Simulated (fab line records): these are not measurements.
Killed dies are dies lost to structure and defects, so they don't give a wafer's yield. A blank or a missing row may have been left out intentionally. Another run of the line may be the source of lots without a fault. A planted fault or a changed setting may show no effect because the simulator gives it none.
Which tool did it? :: flow sky130 :: Sampling: 24 lots, 72 wafers, 2 of 708 route steps

## WHAT THE GAUGES SHOWED, per wafer
SKY_METAL1_CD_MEAS_15 targets a cd of 140 nm. Usual: cdNm at 139.7 nm, with a standard deviation of 1.4.
lot: L074
measured: day 33 02:15
on: cdSem-01
cdNm (nm): 140.2 140.6 139.1
flag: 

lot: L075
measured: day 33 07:28
on: cdSem-02
cdNm (nm): 140.7 139.2 139.0
flag: 

lot: L076
measured: day 33 11:23
on: cdSem-01
cdNm (nm): 139.4 138.7 140.1
flag: 

lot: L077
measured: day 34 01:12
on: cdSem-01
cdNm (nm): 138.7 139.1 139.7
flag: 

lot: L078
measured: day 34 05:47
on: cdSem-02
cdNm (nm): 137.8 137.6 137.9
flag: 

lot: L079
measured: day 34 14:57
on: cdSem-01
cdNm (nm): 140.1 139.0 141.0
flag: 

lot: L080
measured: day 35 01:24
on: cdSem-02
cdNm (nm): 138.2 137.8 137.4
flag: 

lot: L081
measured: day 35 09:25
on: cdSem-01
cdNm (nm): 138.8 138.6 139.6
flag: 

lot: L082
measured: day 35 11:33
on: cdSem-01
cdNm (nm): 137.9 138.3 137.8
flag: 

lot: L083
measured: day 35 17:06
on: cdSem-01
cdNm (nm): 139.5 140.3 139.2
flag: 

lot: L084
measured: day 36 11:17
on: cdSem-01
cdNm (nm): 140.2 139.8 139.6
flag: 

lot: L085
measured: day 36 13:19
on: cdSem-01
cdNm (nm): 141.1 141.8 141.9
flag: 

lot: L086
measured: day 36 20:55
on: cdSem-02
cdNm (nm): 139.3 140.0 141.8
flag: 

lot: L087
measured: day 37 08:42
on: cdSem-02
cdNm (nm): 140.7 142.1 139.9
flag: 

lot: L088
measured: day 37 12:22
on: cdSem-02
cdNm (nm): 140.0 141.2 139.8
flag: 

lot: L089
measured: day 37 19:26
on: cdSem-02
cdNm (nm): 138.2 140.3 139.0
flag: 

lot: L090
measured: day 38 02:28
on: cdSem-01
cdNm (nm): 140.2 140.4 140.3
flag: 

lot: L091
measured: day 38 08:28
on: cdSem-01
cdNm (nm): 139.4 142.3 140.5
flag: 

lot: L092
measured: day 38 20:24
on: cdSem-01
cdNm (nm): 137.5 137.0 137.6
flag: 

lot: L093
measured: day 39 01:29
on: cdSem-02
cdNm (nm): 139.8 140.9 138.8
flag: 

lot: L094
measured: day 39 02:04
on: cdSem-01
cdNm (nm): 140.0 140.5 140.3
flag: 

lot: L095
measured: day 39 09:56
on: cdSem-01
cdNm (nm): 138.8 139.2 139.1
flag: 

lot: L096
measured: day 39 18:08
on: cdSem-02
cdNm (nm): 141.5 143.1 142.8
flag: 

lot: L097
measured: day 40 02:55
on: cdSem-02
cdNm (nm): 141.5 141.6 142.4
flag: 

## EACH LOT AND THE TOOL THAT RAN IT (in order: tool; ch and the chambers of the sampled wafers; start)
lot: L074
SKY_METAL1_SPUTTER_00: pvdSputter-04, day 31 23:16

lot: L075
SKY_METAL1_SPUTTER_00: pvdSputter-04, day 32 03:48

lot: L076
SKY_METAL1_SPUTTER_00: pvdSputter-03, day 32 08:09

lot: L077
SKY_METAL1_SPUTTER_00: pvdSputter-03, day 32 23:21

lot: L078
SKY_METAL1_SPUTTER_00: pvdSputter-03, day 33 02:50

lot: L079
SKY_METAL1_SPUTTER_00: pvdSputter-01, day 33 12:14

lot: L080
SKY_METAL1_SPUTTER_00: pvdSputter-01, day 33 22:46

lot: L081
SKY_METAL1_SPUTTER_00: pvdSputter-04, day 34 06:50

lot: L082
SKY_METAL1_SPUTTER_00: pvdSputter-04, day 34 08:44

lot: L083
SKY_METAL1_SPUTTER_00: pvdSputter-03, day 34 14:12

lot: L084
SKY_METAL1_SPUTTER_00: pvdSputter-03, day 35 08:25

lot: L085
SKY_METAL1_SPUTTER_00: pvdSputter-03, day 35 10:34

lot: L086
SKY_METAL1_SPUTTER_00: pvdSputter-04, day 35 18:48

lot: L087
SKY_METAL1_SPUTTER_00: pvdSputter-03, day 36 06:22

lot: L088
SKY_METAL1_SPUTTER_00: pvdSputter-04, day 36 10:31

lot: L089
SKY_METAL1_SPUTTER_00: pvdSputter-01, day 36 17:10

lot: L090
SKY_METAL1_SPUTTER_00: pvdSputter-01, day 37 00:21

lot: L091
SKY_METAL1_SPUTTER_00: pvdSputter-03, day 37 06:03

lot: L092
SKY_METAL1_SPUTTER_00: pvdSputter-04, day 37 18:17

lot: L093
SKY_METAL1_SPUTTER_00: pvdSputter-01, day 37 22:31

lot: L094
SKY_METAL1_SPUTTER_00: pvdSputter-03, day 38 00:07

lot: L095
SKY_METAL1_SPUTTER_00: pvdSputter-03, day 38 09:05

lot: L096
SKY_METAL1_SPUTTER_00: pvdSputter-03, day 38 16:20

lot: L097
SKY_METAL1_SPUTTER_00: pvdSputter-04, day 39 01:23
- SKY_METAL1_SPUTTER_00: material Ti, target thk 15 nm, time 10 s.

## WHAT THE TOOLS THEMSELVES READ (means of the sampled wafers that have a number; where no wafer has one, the mark that the record gives instead)
SKY_METAL1_SPUTTER_00. Usual: chamberPressurePa 0.4001 Pa, standard deviation 0.0008; throttleValvePct 29.5 %, standard deviation 0.79.
lot: L074
tool: pvdSputter-04
chamberPressurePa (Pa): 0.4003
throttleValvePct (%): 29.7
flag: 

lot: L075
tool: pvdSputter-04
chamberPressurePa (Pa): 0.3991
throttleValvePct (%): 29.4
flag: 

lot: L076
tool: pvdSputter-03
chamberPressurePa (Pa): 0.3995
throttleValvePct (%): 28.4
flag: 

lot: L077
tool: pvdSputter-03
chamberPressurePa (Pa): 0.3998
throttleValvePct (%): 29.5
flag: 

lot: L078
tool: pvdSputter-03
chamberPressurePa (Pa): 0.4002
throttleValvePct (%): 29.9
flag: 

lot: L079
tool: pvdSputter-01
chamberPressurePa (Pa): 0.4000
throttleValvePct (%): 29.5
flag: 

lot: L080
tool: pvdSputter-01
chamberPressurePa (Pa): 0.4008
throttleValvePct (%): 29.7
flag: 

lot: L081
tool: pvdSputter-04
chamberPressurePa (Pa): 0.4003
throttleValvePct (%): 29.6
flag: 

lot: L082
tool: pvdSputter-04
chamberPressurePa (Pa): 0.4008
throttleValvePct (%): 29.6
flag: 

lot: L083
tool: pvdSputter-03
chamberPressurePa (Pa): 0.3998
throttleValvePct (%): 29.9
flag: 

lot: L084
tool: pvdSputter-03
chamberPressurePa (Pa): 0.3995
throttleValvePct (%): 30.0
flag: 

lot: L085
tool: pvdSputter-03
chamberPressurePa (Pa): 0.3999
throttleValvePct (%): 29.4
flag: 

lot: L086
tool: pvdSputter-04
chamberPressurePa (Pa): 0.3991
throttleValvePct (%): 29.5
flag: 

lot: L087
tool: pvdSputter-03
chamberPressurePa (Pa): 0.4004
throttleValvePct (%): 29.8
flag: 

lot: L088
tool: pvdSputter-04
chamberPressurePa (Pa): 0.4004
throttleValvePct (%): 29.8
flag: 

lot: L089
tool: pvdSputter-01
chamberPressurePa (Pa): 0.3998
throttleValvePct (%): 29.8
flag: 

lot: L090
tool: pvdSputter-01
chamberPressurePa (Pa): 0.4003
throttleValvePct (%): 29.2
flag: 

lot: L091
tool: pvdSputter-03
chamberPressurePa (Pa): 0.4004
throttleValvePct (%): 29.5
flag: 

lot: L092
tool: pvdSputter-04
chamberPressurePa (Pa): 0.4001
throttleValvePct (%): 29.3
flag: 

lot: L093
tool: pvdSputter-01
chamberPressurePa (Pa): 0.4002
throttleValvePct (%): 29.6
flag: 

lot: L094
tool: pvdSputter-03
chamberPressurePa (Pa): 0.3998
throttleValvePct (%): 29.3
flag: 

lot: L095
tool: pvdSputter-03
chamberPressurePa (Pa): 0.4006
throttleValvePct (%): 29.3
flag: 

lot: L096
tool: pvdSputter-03
chamberPressurePa (Pa): 0.3998
throttleValvePct (%): 29.4
flag: 

lot: L097
tool: pvdSputter-04
chamberPressurePa (Pa): 0.4003
throttleValvePct (%): 29.2
flag: 

## THE ANSWER, worked out from the rows above alone
Rule: a lot is off if the mean of its wafers that have a number lies more than 3 standard deviations from the usual mean. A lot without any number at a reading at which 4 lots or more have one is off too. Any other lot the step has rows for is counted as sound. The gauges are gone through in route order, then the tools' own readings, and for those a lot's mean is taken as printed above. The first step at which some lot is off is used, and at that step the reading that is off furthest; a lot without a number counts as furthest.
No lot is off on any of the readings shown, so nothing can be concluded from this.

## WHAT THE SIMULATOR HAD PUT IN
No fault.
